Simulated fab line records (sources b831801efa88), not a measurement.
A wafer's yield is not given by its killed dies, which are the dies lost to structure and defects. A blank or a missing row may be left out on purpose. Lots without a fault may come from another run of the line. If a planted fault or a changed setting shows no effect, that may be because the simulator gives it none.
Comparing a struck lot with a sound one || flow sfq-line || 13 out of 325 route steps
Sound: these wafers, L184.1, L184.3, L184.4. Struck: wafers L197.1, L197.2, L197.6. The cause comes at the end.
At each step with rows: each side's tool, then ch and its chambers, then its first start. Under that, the readings that differ: sound wafers || struck wafers || difference of the means || sigmas: that difference in standard deviations of wafers without a fault.
alike: readings whose means differ by less than 2 such deviations, and words and numbers that are the same on both sides. not compared: withheld readings, readings that some wafer has no value for, bounds like >300 that may hide the same value, and numbers for which the record gives no deviation and whose values overlap.
A row with sigmas, a row that says differs or no value, or rows on one side alone: a step with any of these is where the two part. Numbers that have no deviation but don't overlap get no sigmas and don't part them. Lack of a reading on every wafer of one side parts them only where that side has two or more wafers.

first, 6 steps without rows for these wafers: SFQ_TRILAYER_M6_LITHO_COAT_164 (resist thk 62 nm); SFQ_TRILAYER_M6_LITHO_COAT_159 (resist thk 600 nm); SFQ_TRILAYER_M6_LITHO_SOFTBAKE_163; SFQ_TRILAYER_M6_LITHO_EXPOSE_160 (exposes mask M6, target cd 500 nm); SFQ_TRILAYER_M6_LITHO_PEB_162 (peb time 60 s); SFQ_TRILAYER_M6_LITHO_DEVELOP_161 (time 60 s).
SFQ_M6_OVL_MEAS_940:
  sound on overlay-01 at day 71 00:07; struck on overlay-01 at day 76 17:44
  alike: M6_OVL
SFQ_TRILAYER_M6_BARC_OPEN_METAL_ETCH_206: etches BARC in O2, target depth 125 nm, time 41.7 s.
  sound on rie-metal-02 ch 0,1, day 71 00:08; struck on rie-metal-03 ch 0,1, day 76 17:46
  alike: drypump-motor-current-A, oes-product-au
  not compared: rf-hours-counter-h
SFQ_TRILAYER_M6_ETCH_METAL_ETCH_162: etches Nb in Cl2/Ar, stops on SiO2, target depth 240 nm, time 120 s.
  sound on rie-metal-02 ch 0,1, day 71 00:12; struck on rie-metal-03 ch 0,1, day 76 17:50
  alike: drypump-motor-current-A, oes-product-au
  not compared: rf-hours-counter-h
SFQ_TRILAYER_M6_STRIP_STRIP_163: strips in O2.
  sound on rie-metal-02 ch 0,1, day 71 00:20; struck on rie-metal-03 ch 0,1, day 76 17:58
  alike: drypump-motor-current-A, oes-product-au
  not compared: rf-hours-counter-h
then, 1 step without rows for these wafers: SFQ_TRILAYER_M6_STRIP_SOLV_CLEAN_164 (cleans in NMP, time 600 s).
SFQ_TRILAYER_I6_DEP_PECVD_165: deposits SiO2 from SiH4/N2O, time 111.11 s, target thk 500 nm.
  sound on pecvd-01 ch 0,1,2, day 71 01:07; struck on pecvd-04 ch 1,2, day 76 18:44
{"reading": "run-length-s (s)", "sound": "139.3 139.4 138.7", "struck": "134.3 135.8 135.3", "difference": -4.0, "sigmas": -7}
{"reading": "model.SiO2_of_TRILAYER_I6_DEP_PECVD_165.thk-nm (nm)", "sound": "494.7 505 503.8", "struck": "481 477.3 485.8", "difference": -20, "sigmas": ""}
  alike: heater-power-w, throttle-valve-pct
SFQ_TRILAYER_I6_CMP_CMP_166: polishes SiO2.
  sound on cmp-01 ch 1,2,3, day 71 01:12; struck on cmp-01 ch 0,1, day 77 12:01
  alike: edge-zone-pressure-frac, motor-current-A, time-to-endpoint-s

== WHERE THEY PART ==
Only at SFQ_TRILAYER_I6_DEP_PECVD_165, as far as this record shows. Later steps at which nothing parts them and some readings are alike: SFQ_TRILAYER_I6_CMP_CMP_166.

WHY: what the simulator had put in
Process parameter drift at SFQ_TRILAYER_I6_DEP_PECVD_165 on pecvd-04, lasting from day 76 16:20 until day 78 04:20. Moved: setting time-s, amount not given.
